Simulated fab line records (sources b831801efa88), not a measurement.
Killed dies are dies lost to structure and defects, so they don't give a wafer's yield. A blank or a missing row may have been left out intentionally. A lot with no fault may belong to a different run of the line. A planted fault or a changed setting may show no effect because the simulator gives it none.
Which tool is to blame? || flow sfq line || Sampling: 16 lots, 48 wafers, 3 of 325 route steps

WHAT THE GAUGES SHOWED, per wafer
SFQ_I5_OVL_MEAS_936.
{"lot": "L434", "measured": "day 68 10:43", "on": "overlay-02", "I5_OVL (nm)": "7 3 1"}
{"lot": "L435", "measured": "day 68 14:20", "on": "overlay-02", "I5_OVL (nm)": "-6 -6 -4"}
{"lot": "L436", "measured": "day 69 21:41", "on": "overlay-02", "I5_OVL (nm)": "-8 -7 -2"}
{"lot": "L437", "measured": "day 70 00:04", "on": "overlay-02", "I5_OVL (nm)": "3 -2 -2"}
{"lot": "L438", "measured": "day 70 03:40", "on": "overlay-01", "I5_OVL (nm)": "-6 4 -2"}
{"lot": "L439", "measured": "day 70 17:00", "on": "overlay-02", "I5_OVL (nm)": "-1 5 9"}
{"lot": "L440", "measured": "day 71 01:24", "on": "overlay-02", "I5_OVL (nm)": "1 -4 -3"}
{"lot": "L441", "measured": "day 71 06:12", "on": "overlay-02", "I5_OVL (nm)": "-8 -14 -3"}
{"lot": "L442", "measured": "day 71 14:36", "on": "overlay-01", "I5_OVL (nm)": "148 145 146 148 144 145"}
{"lot": "L443", "measured": "day 72 11:10", "on": "overlay-01", "I5_OVL (nm)": "140 146 145 139 143 144"}
{"lot": "L445", "measured": "day 72 13:24", "on": "overlay-02", "I5_OVL (nm)": "140 140 139 140 138 139"}
{"lot": "L444", "measured": "day 72 15:48", "on": "overlay-02", "I5_OVL (nm)": "146 152 141 143 149 140"}
{"lot": "L452", "measured": "day 73 22:46", "on": "overlay-01", "I5_OVL (nm)": "-1 1 2"}
{"lot": "L453", "measured": "day 74 09:24", "on": "overlay-01", "I5_OVL (nm)": "-2 -11 -2"}
{"lot": "L454", "measured": "day 74 15:24", "on": "overlay-01", "I5_OVL (nm)": "3 2 5"}
{"lot": "L455", "measured": "day 74 18:59", "on": "overlay-01", "I5_OVL (nm)": "-9 -4 -5"}

WHICH TOOL RAN EACH LOT (tool, then ch and the chambers of the sampled wafers, then the start)
{"lot": "L434", "SFQ_TRILAYER_R5_DEP_SPUTTER_134": "pvd sputter-03, day 56 04:29", "SFQ_TRILAYER_I5_LITHO_EXPOSE_145": "krf scanner-01 ch 0, day 68 09:13"}
{"lot": "L435", "SFQ_TRILAYER_R5_DEP_SPUTTER_134": "pvd sputter-03, day 56 08:06", "SFQ_TRILAYER_I5_LITHO_EXPOSE_145": "krf scanner-01 ch 0, day 68 13:13"}
{"lot": "L436", "SFQ_TRILAYER_R5_DEP_SPUTTER_134": "pvd sputter-03, day 57 17:50", "SFQ_TRILAYER_I5_LITHO_EXPOSE_145": "krf scanner-01 ch 0, day 69 20:22"}
{"lot": "L437", "SFQ_TRILAYER_R5_DEP_SPUTTER_134": "pvd sputter-05, day 57 21:25", "SFQ_TRILAYER_I5_LITHO_EXPOSE_145": "krf scanner-01 ch 0, day 69 22:34"}
{"lot": "L438", "SFQ_TRILAYER_R5_DEP_SPUTTER_134": "pvd sputter-03, day 58 01:01", "SFQ_TRILAYER_I5_LITHO_EXPOSE_145": "krf scanner-01 ch 0, day 70 02:10"}
{"lot": "L439", "SFQ_TRILAYER_R5_DEP_SPUTTER_134": "pvd sputter-05, day 58 17:49", "SFQ_TRILAYER_I5_LITHO_EXPOSE_145": "krf scanner-02 ch 0, day 70 15:42"}
{"lot": "L440", "SFQ_TRILAYER_R5_DEP_SPUTTER_134": "pvd sputter-05, day 59 03:38", "SFQ_TRILAYER_I5_LITHO_EXPOSE_145": "krf scanner-02 ch 0, day 71 00:06"}
{"lot": "L441", "SFQ_TRILAYER_R5_DEP_SPUTTER_134": "pvd sputter-05, day 59 10:38", "SFQ_TRILAYER_I5_LITHO_EXPOSE_145": "krf scanner-02 ch 0, day 71 04:42"}
{"lot": "L442", "SFQ_TRILAYER_R5_DEP_SPUTTER_134": "pvd sputter-03, day 59 18:02", "SFQ_TRILAYER_I5_LITHO_EXPOSE_145": "krf scanner-02 ch 0, day 71 13:06"}
{"lot": "L443", "SFQ_TRILAYER_R5_DEP_SPUTTER_134": "pvd sputter-04, day 60 14:08", "SFQ_TRILAYER_I5_LITHO_EXPOSE_145": "krf scanner-02 ch 0, day 72 10:06"}
{"lot": "L445", "SFQ_TRILAYER_R5_DEP_SPUTTER_134": "pvd sputter-03, day 60 16:49", "SFQ_TRILAYER_I5_LITHO_EXPOSE_145": "krf scanner-02 ch 0, day 72 11:54"}
{"lot": "L444", "SFQ_TRILAYER_R5_DEP_SPUTTER_134": "pvd sputter-05, day 60 19:12", "SFQ_TRILAYER_I5_LITHO_EXPOSE_145": "krf scanner-02 ch 0, day 72 14:18"}
{"lot": "L452", "SFQ_TRILAYER_R5_DEP_SPUTTER_134": "pvd sputter-04, day 63 00:19", "SFQ_TRILAYER_I5_LITHO_EXPOSE_145": "krf scanner-01 ch 0, day 73 21:28"}
{"lot": "L453", "SFQ_TRILAYER_R5_DEP_SPUTTER_134": "pvd sputter-04, day 69 06:12", "SFQ_TRILAYER_I5_LITHO_EXPOSE_145": "krf scanner-01 ch 0, day 74 08:05"}
{"lot": "L454", "SFQ_TRILAYER_R5_DEP_SPUTTER_134": "pvd sputter-03, day 69 13:51", "SFQ_TRILAYER_I5_LITHO_EXPOSE_145": "krf scanner-01 ch 0, day 74 14:05"}
{"lot": "L455", "SFQ_TRILAYER_R5_DEP_SPUTTER_134": "pvd sputter-05, day 70 00:13", "SFQ_TRILAYER_I5_LITHO_EXPOSE_145": "krf scanner-01 ch 0, day 74 17:29"}
- SFQ_TRILAYER_R5_DEP_SPUTTER_134: material Ti, target thk 5 nm, time 5 s.
- SFQ_TRILAYER_I5_LITHO_EXPOSE_145: exposes mask I5, target cd 700 nm.

WHAT THE TOOLS THEMSELVES READ (means of the sampled wafers that have a number; where no wafer has one, the mark that the record gives instead)
SFQ_TRILAYER_R5_DEP_SPUTTER_134.
{"lot": "L434", "tool": "pvd sputter-03", "throttle valve pct (%)": 29.3}
{"lot": "L435", "tool": "pvd sputter-03", "throttle valve pct (%)": 29.1}
{"lot": "L436", "tool": "pvd sputter-03", "throttle valve pct (%)": 29.4}
{"lot": "L437", "tool": "pvd sputter-05", "throttle valve pct (%)": 31.2}
{"lot": "L438", "tool": "pvd sputter-03", "throttle valve pct (%)": 29.7}
{"lot": "L439", "tool": "pvd sputter-05", "throttle valve pct (%)": 29.8}
{"lot": "L440", "tool": "pvd sputter-05", "throttle valve pct (%)": 29.2}
{"lot": "L441", "tool": "pvd sputter-05", "throttle valve pct (%)": 29.1}
{"lot": "L442", "tool": "pvd sputter-03", "throttle valve pct (%)": 29.4}
{"lot": "L443", "tool": "pvd sputter-04", "throttle valve pct (%)": 28.8}
{"lot": "L445", "tool": "pvd sputter-03", "throttle valve pct (%)": 29.2}
{"lot": "L444", "tool": "pvd sputter-05", "throttle valve pct (%)": 29.3}
{"lot": "L452", "tool": "pvd sputter-04", "throttle valve pct (%)": 29.2}
{"lot": "L453", "tool": "pvd sputter-04", "throttle valve pct (%)": 29.2}
{"lot": "L454", "tool": "pvd sputter-03", "throttle valve pct (%)": 29.1}
{"lot": "L455", "tool": "pvd sputter-05", "throttle valve pct (%)": 29.0}

THE ANSWER, worked out from the rows above alone
Rule: the lots themselves supply what counts as usual. Put in order of their means at a reading, lots are off if they are a third of the lots or fewer, leave a main group of 4 or more, and stand apart from it by a gap of 3 or more times the standard deviation of the main group's means; of several such gaps the widest counts. A main group whose means are all the same, to the digits that the tables above print for the reading, isn't used. Also off: a lot with no number at a reading for which 4 or more lots have one. Any other lot the step has rows for is counted as sound. First the gauges in route order, then the tools' own readings, where a lot's mean is used as printed above. The first step at which some lot is off is used, and at that step the reading that is off furthest; a lot without a number counts as furthest.
Off: at SFQ_I5_OVL_MEAS_936 (I5_OVL), L442, L443, L445, L444. Main group: mean -2 nm, sd 4.1.
A tool fits if, at a process step before that reading, it ran every lot that is off, and no sound lot after the first of them. Those tools and the gauges at SFQ_I5_OVL_MEAS_936 are tried in the same way. One fits: krf scanner-02 at SFQ_TRILAYER_I5_LITHO_EXPOSE_145. A fault onset in the window from L441 (day 71 04:42, its last sound lot) to L442 (day 71 13:06, its first lot off) fits.

WHAT HAD BEEN PUT IN BY THE SIMULATOR
Scanner matching overlay: krf scanner-02, from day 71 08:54 on, at SFQ_TRILAYER_I5_LITHO_EXPOSE_145. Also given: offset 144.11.
Lots struck among those shown: L442, L443, L445, L444. The same result came from the rule above.
